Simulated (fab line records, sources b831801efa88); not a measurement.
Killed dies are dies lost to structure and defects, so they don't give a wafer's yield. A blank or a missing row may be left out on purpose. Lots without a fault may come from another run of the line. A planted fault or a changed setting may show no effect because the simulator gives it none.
A struck lot beside a sound one | flow sky130 | 15 steps out of a route of 708
Sound: wafers L915.2, L915.4, L915.5. Struck: wafer L909.5. (L909.1, L909.3 of the same lot were not struck and are left out.) The cause comes at the end.
At each step with rows: each side's tool, then ch and its chambers, then its first start. Under that, the readings that differ: sound wafers | struck wafers | difference of the means | sigmas: that difference in standard deviations of wafers without a fault.
alike: readings whose means differ by less than 2 such deviations, and words and numbers that are the same on both sides. not compared: withheld readings, readings that some wafer has no value for, bounds like >300 that may hide the same value, and numbers for which the record gives no deviation and whose values overlap.
The two part at a step that has a row with sigmas, a row that says differs or no value, or rows on one side only. Numbers that don't overlap but have no deviation are shown without sigmas and don't part them. A reading that every wafer of one side lacks parts them only if that side has two wafers or more.

SKY_CAP2M_THK_MEAS_01:
  sound on film_metro-03, day 45 10:05; struck on film_metro-01, day 43 14:16
  alike: CAP2M_CVD_00_THK
SKY_CAP2M_SPUTTER_02: material TiN, target thk 200 nm, time 166.7 s.
  sound on pvd_sputter-01, day 45 10:08; struck on pvd_sputter-03, day 43 14:19
  alike: throttle_valve_pct
SKY_CAP2M_RS_MEAS_03: measures by four-point-probe.
  sound on film_metro-03, day 45 10:16; struck on film_metro-03, day 43 14:26
  alike: CAP2M_TIN_RS
SKY_CAP2M_THK_MEAS_04: measures by xrf.
  sound on film_metro-03, day 45 10:23; struck on film_metro-03, day 43 14:33
  alike: CAP2M_TIN_THK
then, 7 steps without rows for these wafers: SKY_CAP2M_DEHYDRATE_05 (time 60 s); SKY_CAP2M_HMDS_06 (prime time 60 s); SKY_CAP2M_COAT_07 (resist thk 1140 nm); SKY_CAP2M_SOFTBAKE_08 (time 60 s); SKY_CAP2M_EXPOSE_09 (exposes mask CAP2M, target cd 1000 nm); SKY_CAP2M_PEB_10; SKY_CAP2M_DEVELOP_11 (develop time 60 s).
SKY_CAP2M_OVL_MEAS_12:
  sound on overlay-02, day 46 06:59; struck on overlay-02, day 44 13:00
  alike: CAP2M_OVL
SKY_CAP2M_METAL_ETCH_13: etches TiN in Cl2/BCl3, stops on SiO2, target depth 220 nm, time 62.9 s.
  sound on rie_metal-01 ch 0,1, day 46 07:01; struck on rie_metal-02 ch 1, day 44 13:02
  reading                        | sound               | struck | difference | sigmas
  chamber_pressure_mTorr (mTorr) | 9.997 10.006 10.003 | 8.006  | -1.996     | -99 or more
  alike: drypump_motor_current_A, he_backside_leak_sccm, oes_product_au, throttle_valve_pct
  not compared: rf_hours_counter_h
SKY_CAP2M_STRIP_14: strips in O2/N2.
  sound on plasma_asher-02 ch 0,1, day 46 07:06; struck on plasma_asher-02 ch 0, day 44 13:07
  alike: drypump_motor_current_A, oes_product_au, strip_time_to_endpoint_s
  not compared: rf_hours_counter_h
-- the record jumps here: 4 days lie between the struck wafers' starts before and after (it left off in module CAP2M and takes up again in module PAD_OPEN, whose first step shown is number 708 of the route) --
SKY_PAD_OPEN_PROBE_99:
  sound on prober-01, day 50 08:28; struck on prober-01, day 48 23:38
  reading            | sound    | struck | difference | sigmas
  killed_at_M0_to_M3 | 53 54 47 | 33     | -18        | -2
  alike: defect_limited_yield, killed_at_M4_up, killed_at_contacts, killed_at_front_end, killed_at_other, killed_dies, killed_open, killed_short, sort_bin_3_pad_short, sort_bin_5_function, sort_bin_6_memory, sort_n_pass, sort_yield_pct

WHERE THEY PART
First at SKY_CAP2M_METAL_ETCH_13; last, within this record, at SKY_PAD_OPEN_PROBE_99.

WHY: what the simulator had put in
Process parameter drift: rie_metal-02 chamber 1, from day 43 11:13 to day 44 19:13, at SKY_CAP2M_METAL_ETCH_13. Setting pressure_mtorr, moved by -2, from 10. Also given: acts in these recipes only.
